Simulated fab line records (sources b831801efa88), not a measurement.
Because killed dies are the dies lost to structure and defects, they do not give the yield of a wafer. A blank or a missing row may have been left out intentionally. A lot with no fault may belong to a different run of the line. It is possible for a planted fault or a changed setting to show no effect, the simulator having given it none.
Split-lot study | flow sfq line | 23 wafers read from 5 lots, route of 325 steps

ON THE SPLIT
At SFQ_TRILAYER_M1_LITHO_EXPOSE_040 (exposes mask M1, target cd 500 nm), the setting dose mj was moved away from the recipe's 14.4 on 10 of the 23 wafers read, by -5.0% to +4.4%. For the rest of the wafers, this setting stayed at what the recipe calls for.

FROM THE SPLIT TO THE READING: what the file shows between them, 3 steps
- SFQ_TRILAYER_M1_LITHO_PEB_042: peb time 60 s
- SFQ_TRILAYER_M1_LITHO_DEVELOP_041: time 60 s
- SFQ_TRILAYER_M1_BARC_OPEN_METAL_ETCH_054: etches BARC in O2, target depth 125 nm, time 41.7 s

THE READING
M1.cd nm (the simulator's own value, which no gauge read), in nm, at SFQ_TRILAYER_M1_ETCH_METAL_ETCH_042 (etches Nb in Cl2/Ar, stops on SiO2, target depth 240 nm, time 120 s). No usual value for it is given in the file. Average 501.7 nm, standard deviation 1.4 nm, over the 13 wafers here run with the recipe.

wafer  | tool, chamber at the split | dose mj as run | against the recipe | M1.cd nm, nm | against lot-mates on the recipe
L080.2 | krf scanner-01, 0          | 14.4           | recipe             | 500.6        | -
L080.3 | krf scanner-01, 0          | 15.03          | +4.4%              | 496.3        | -5.2
L080.4 | krf scanner-01, 0          | 14.4           | recipe             | 502.3        | -
L080.5 | krf scanner-01, 0          | 15.03          | +4.4%              | 496.4        | -5.1
L080.6 | krf scanner-01, 0          | 15.03          | +4.4%              | 493.4        | -8.1
L081.1 | krf scanner-01, 0          | 14.4           | recipe             | 502.2        | -
L081.2 | krf scanner-01, 0          | 14.4           | recipe             | 504.1        | -
L081.3 | krf scanner-01, 0          | 14.4           | recipe             | 501          | -
L082.1 | krf scanner-01, 0          | 14.05          | -2.4%              | 506.3        | +3.4
L082.2 | krf scanner-01, 0          | 14.05          | -2.4%              | 503.7        | +0.8
L082.3 | krf scanner-01, 0          | 14.4           | recipe             | 504          | -
L082.4 | krf scanner-01, 0          | 14.05          | -2.4%              | 505.3        | +2.4
L082.5 | krf scanner-01, 0          | 14.4           | recipe             | 501.7        | -
L084.1 | krf scanner-01, 0          | 14.04          | -2.5%              | 505.8        | +4.6
L084.2 | krf scanner-01, 0          | 14.4           | recipe             | 502.3        | -
L084.4 | krf scanner-01, 0          | 14.04          | -2.5%              | 507.1        | +5.9
L084.5 | krf scanner-01, 0          | 14.4           | recipe             | 498.8        | -
L084.6 | krf scanner-01, 0          | 14.4           | recipe             | 502.4        | -
L085.1 | krf scanner-01, 0          | 14.4           | recipe             | 502.2        | -
L085.2 | krf scanner-01, 0          | 13.68          | -5.0%              | 508          | +6.9
L085.3 | krf scanner-01, 0          | 13.68          | -5.0%              | 510.6        | +9.5
L085.5 | krf scanner-01, 0          | 14.4           | recipe             | 500.5        | -
L085.6 | krf scanner-01, 0          | 14.4           | recipe             | 500.6        | -

THE FIT
A straight line over all 23 wafers: M1.cd nm changes by -1.5 nm for each +1% of dose mj; r = -0.94; the points scatter about the line by 1.4 nm.
The same after taking each lot's own level away (the mean of its wafers on the recipe; 23 wafers): -1.48 nm for each +1%; r = -0.93; scatter 1.5 nm.
On that fit, the largest move of dose mj shifts the reading by 7.4 nm.
Across the lots, their own levels run from 501.10 to 502.85 nm, a range of 1.2 times the standard deviation given above.
The two slopes are in agreement: the lot-to-lot level therefore moves the slope only a little.
Check: with one of the wafers moved furthest among these (-5.0%) left out of the fit, the line predicts +7.64 nm for it against its lot-mates. Against them it came out at +6.9 nm.

THESE WAFERS: OTHER SPLITS
Note: prior to the reading, these wafers also went through further splits. Each is held against what the fit with the lots' levels taken away leaves over:
other split on the same wafers                    | wafers away from the commonest value | r with M1.cd nm (lot level and that fit taken away)
SFQ_TRILAYER_L0_LITHO_COAT_010 resist thk nm      | 7                                    | +0.64
SFQ_TRILAYER_L0_LITHO_EXPOSE_006 dose mj          | 8                                    | +0.35
SFQ_TRILAYER_L0_VIA_LITHO_COAT_013 resist thk nm  | 6                                    | +0.11
SFQ_TRILAYER_L0_VIA_BARC_OPEN_VIA_ETCH_021 time s | 7                                    | -0.04
SFQ_TRILAYER_L0_VIA_ETCH_VIA_ETCH_016 bias w      | 9                                    | +0.19
SFQ_TRILAYER_M0_LITHO_PEB_024 peb time s          | 5                                    | +0.13
SFQ_TRILAYER_M0_ETCH_METAL_ETCH_024 icp w         | 9                                    | -0.28
SFQ_TRILAYER_I0_VIA_LITHO_COAT_036 spin rpm       | 5                                    | -0.50
SFQ_TRILAYER_I0_VIA_LITHO_PEB_034 peb time s      | 11                                   | -0.48
SFQ_TRILAYER_M1_DEP_SPUTTER_037 time s            | 10                                   | +0.34

THE WHOLE CHAIN: every reading that the file lists as answering this split, in the file's order
step                                     | what it does                                                        | reading                                                   | change (the file's fit)              | r (the file's)
SFQ_TRILAYER_M1_BARC_OPEN_METAL_ETCH_054 | etches BARC in O2, target depth 125 nm, time 41.7 s                 | M1.cd nm (the simulator's own value, which no gauge read) | -1.56 nm for each +1% of the setting | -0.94
SFQ_TRILAYER_M1_ETCH_METAL_ETCH_042      | etches Nb in Cl2/Ar, stops on SiO2, target depth 240 nm, time 120 s | M1.cd nm (the simulator's own value, which no gauge read) | -1.53 nm for each +1% of the setting | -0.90

THE FILE'S OWN FIT
M1.cd nm changes by -1.53 nm for each +1% of dose mj, r = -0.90.
